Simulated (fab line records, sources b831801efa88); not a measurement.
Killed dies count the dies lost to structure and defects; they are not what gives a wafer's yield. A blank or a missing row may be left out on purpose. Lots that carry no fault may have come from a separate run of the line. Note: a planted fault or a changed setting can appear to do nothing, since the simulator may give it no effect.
Chamber matching | flow gf180mcu | cmp-01 running GF_CONTACT_CMP_27: 4 sister chambers
The step polishes, stops on SiO2, t overpolish 15 s, target thk 0 nm. 14 wafers are shown with their chamber, then 7 later ones without.

== WAFERS WITH THEIR CHAMBER ==
wafer  | chamber | motor current A (A) | platen rpm (rpm) | time to endpoint s (s)
L463.1 | 1       | 10.4                | 59.98            | 65.4
L463.4 | 0       | 10.7                | 59.96            | 68.7
L463.6 | 0       | 10.5                | 59.97            | 67.5
L464.1 | 3       | 9.5                 | 60.00            | 71.1
L464.3 | 2       | 11.3                | 59.99            | 69.2
L464.5 | 2       | 11.0                | 59.95            | 70.1
L469.3 | 0       | 10.2                | 59.98            | 70.4
L469.5 | 1       | 10.8                | 59.98            | 68.9
L469.6 | 0       | 10.4                | 60.08            | 70.5
L476.1 | 0       | 9.6                 | 60.02            | 70.8
L476.5 | 1       | 11.6                | 60.03            | 72.0
L476.6 | 0       | 10.6                | 60.02            | 71.6
L480.2 | 2       | 11.6                | 59.96            | 72.3
L480.4 | 0       | 11.0                | 60.03            | 71.9

SIGNATURES, as means of the wafers listed above
reading            | chamber 0 | chamber 1 | chamber 2 | chamber 3 | scatter within a chamber
motor current A    | 10.429    | 10.933    | 11.300    | 9.500     | 0.458
platen rpm         | 60.0086   | 59.9967   | 59.9667   | 60.0000   | 0.0361
time to endpoint s | 70.200    | 68.767    | 70.533    | 71.100    | 2.04
Rule: a wafer lies at a distance from a chamber equal to the root of the sum of squares, over the readings, of (its reading less the chamber's mean, divided by the reading's scatter). If the next closest chamber is less than 2 further off than the closest, the wafer can't be placed; otherwise it belongs to the closest. The scatter is the square root of a quotient: the sum, over the shown wafers, of each reading's squared deviation from its chamber's mean, divided by wafers minus chambers.

== WAFERS WITH NO CHAMBER GIVEN ==
wafer  | motor current A (A) | platen rpm (rpm) | time to endpoint s (s)
L480.5 | 10.0                | 59.99            | 70.8
L482.1 | 9.4                 | 60.00            | 69.6
L482.2 | 10.7                | 59.94            | 69.3
L482.6 | 10.6                | 60.11            | 69.0
L484.1 | 10.6                | 60.02            | 69.6
L484.4 | 11.6                | 60.02            | 70.5
L484.6 | 11.7                | 60.03            | 69.8

== THE CHAMBER EACH PASSED THROUGH ==
wafer  | from the rows above               | in truth
L480.5 | can't be placed: 0 or 3 or 1 or 2 | 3
L482.1 | can't be placed: 3 or 0           | 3
L482.2 | can't be placed: 2 or 1 or 0 or 3 | 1
L482.6 | can't be placed: 0 or 1 or 3 or 2 | 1
L484.1 | can't be placed: 0 or 1 or 2 or 3 | 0
L484.4 | can't be placed: 2 or 1 or 0      | 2
L484.6 | can't be placed: 1 or 2 or 0      | 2
Placed correctly: 0 of 7. These rows do not allow placing 7 (true chamber among the candidates in 7). 0 placed wrongly.
